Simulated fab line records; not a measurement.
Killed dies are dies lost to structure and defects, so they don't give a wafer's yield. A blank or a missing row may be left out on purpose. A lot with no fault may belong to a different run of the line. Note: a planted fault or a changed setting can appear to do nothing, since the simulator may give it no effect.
Struck lot and sound lot, side by side :: flow sky130 :: 18 out of 708 route steps
Sound: these wafers, L492.1, L492.4, L492.6. Wafers struck: L489.1, L489.3, L489.5. The cause comes at the end.
Each step with rows lists, per side, the tool, then ch with its chambers, then its first start. Under that, the readings that differ: sound wafers :: struck wafers :: difference of the means :: sigmas: that difference in standard deviations of wafers without a fault.
alike: a reading whose means differ by less than 2 such deviations, as well as words and numbers matching on both sides. not compared: withheld readings; readings where some wafer has no value; bounds like >300 that might hide an equal value; numbers whose values overlap and for which the record gives no deviation.
A row with sigmas, a row that says differs or no value, or rows on one side alone: a step with any of these is where the two part. Numbers that don't overlap but have no deviation are shown without sigmas and don't part them. A reading that every wafer of one side lacks parts them only if that side has two wafers or more.

first, 3 steps without rows for these wafers: SKY_VIA2_EXPOSE_09 (exposes mask VIM2, target cd 200 nm); SKY_VIA2_PEB_10; SKY_VIA2_DEVELOP_11 (develop time 60 s).
SKY_VIA2_CD_MEAS_12 targets a cd of 200 nm.
  sound: cd sem-01 at day 41 05:55; struck: cd sem-01 at day 40 08:41
  alike: cd nm
SKY_VIA2_OVL_MEAS_13:
  sound: overlay-01 at day 41 06:02; struck: overlay-01 at day 40 08:49
  alike: VIA2_OVL
SKY_VIA2_ETCH_14: etches BARC in N2/H2, stops on SiO2, time 45.9 s, target depth 60 nm.
  sound on rie diel-02 ch 1,3, day 41 06:05; struck on rie diel-02 ch 0,2,3, day 40 08:50
  alike: drypump motor current A, oes product au, throttle valve pct
  not compared: rf hours counter h
SKY_VIA2_ETCH_15: etches SiO2 in C4F8/O2/Ar, stops on TiN, target depth 546 nm, time 84 s.
  sound on rie diel-02 ch 1,3, day 41 06:07; struck on rie diel-02 ch 0,2,3, day 40 08:53
  alike: oes product au
  not compared: rf hours counter h
SKY_VIA2_STRIP_16: strips in O2/N2.
  sound on plasma asher-04 ch 0,1, day 41 06:11; struck on plasma asher-03 ch 0,1, day 40 08:57
  alike: drypump motor current A, oes product au, strip time to endpoint s
  not compared: rf hours counter h
then, 3 steps without rows for these wafers: SKY_VIA2_STRIP_17 (strips in post etch residue remover, time 1200 s); SKY_VIA2_CLEAN_18 (cleans in IPA, time 180 s); SKY_VIA2_CLEAN_19 (cleans in O3/DIW).
SKY_VIA2_SPUTTER_20: material TiN, target thk 20 nm, time 80 s.
  sound: pvd sputter-04 at day 41 06:47; struck: pvd sputter-02 at day 40 09:36
  alike: throttle valve pct
SKY_VIA2_CVD_21: deposits W, target thk 420 nm, time 126.4 s.
  sound on cvd w-02 ch 0,1, day 41 06:50; struck on cvd w-01 ch 0, day 40 09:40
reading: model.W_of_VIA2_CVD_21.thk nm (nm)
sound: 413.2 416.9 415.5
struck: 301.3 303.2 306.6
difference: -111.5
sigmas: 
  alike: heater power w
SKY_VIA2_RS_MEAS_22: measurement is done with a four-point probe.
  sound: film metro-03 at day 41 06:58; struck: film metro-03 at day 40 09:47
reading: VIA2_W_RS (ohm/sq)
sound: 0.2768 0.2745 0.2755
struck: 0.3821 0.3790 0.3747
difference: +0.1030
sigmas: +41
SKY_VIA2_THK_MEAS_23: measures by xrf.
  sound: film metro-03 at day 41 07:05; struck: film metro-03 at day 40 09:55
reading: VIA2_W_THK (nm)
sound: 432 432 435
struck: 311 309 315
difference: -121
sigmas: -30
SKY_VIA2_CMP_24: polishes, stops on SiO2, t overpolish 20 s, target thk 0 nm.
  sound on cmp-01 ch 0,2, day 41 07:12; struck on cmp-02 ch 1,3, day 40 09:58
reading: time to endpoint s (s)
sound: 104 104 103
struck: 73 68 72
difference: -33
sigmas: -10
  alike: motor current A, retaining ring pressure frac
SKY_METAL3_SPUTTER_00: material Ti, target thk 15 nm, time 10 s.
  sound: pvd sputter-02 at day 41 07:27; struck: pvd sputter-03 at day 40 10:16
  alike: throttle valve pct
after that, 1 step had no rows for these wafers: SKY_PAD_OPEN_PROBE_99.

WHERE THEY PART
At SKY_VIA2_RS_MEAS_22 first; at SKY_VIA2_CMP_24 last (within this record only). Later steps at which nothing parts them and some readings are alike: SKY_METAL3_SPUTTER_00.

WHY: what had been put in by the simulator
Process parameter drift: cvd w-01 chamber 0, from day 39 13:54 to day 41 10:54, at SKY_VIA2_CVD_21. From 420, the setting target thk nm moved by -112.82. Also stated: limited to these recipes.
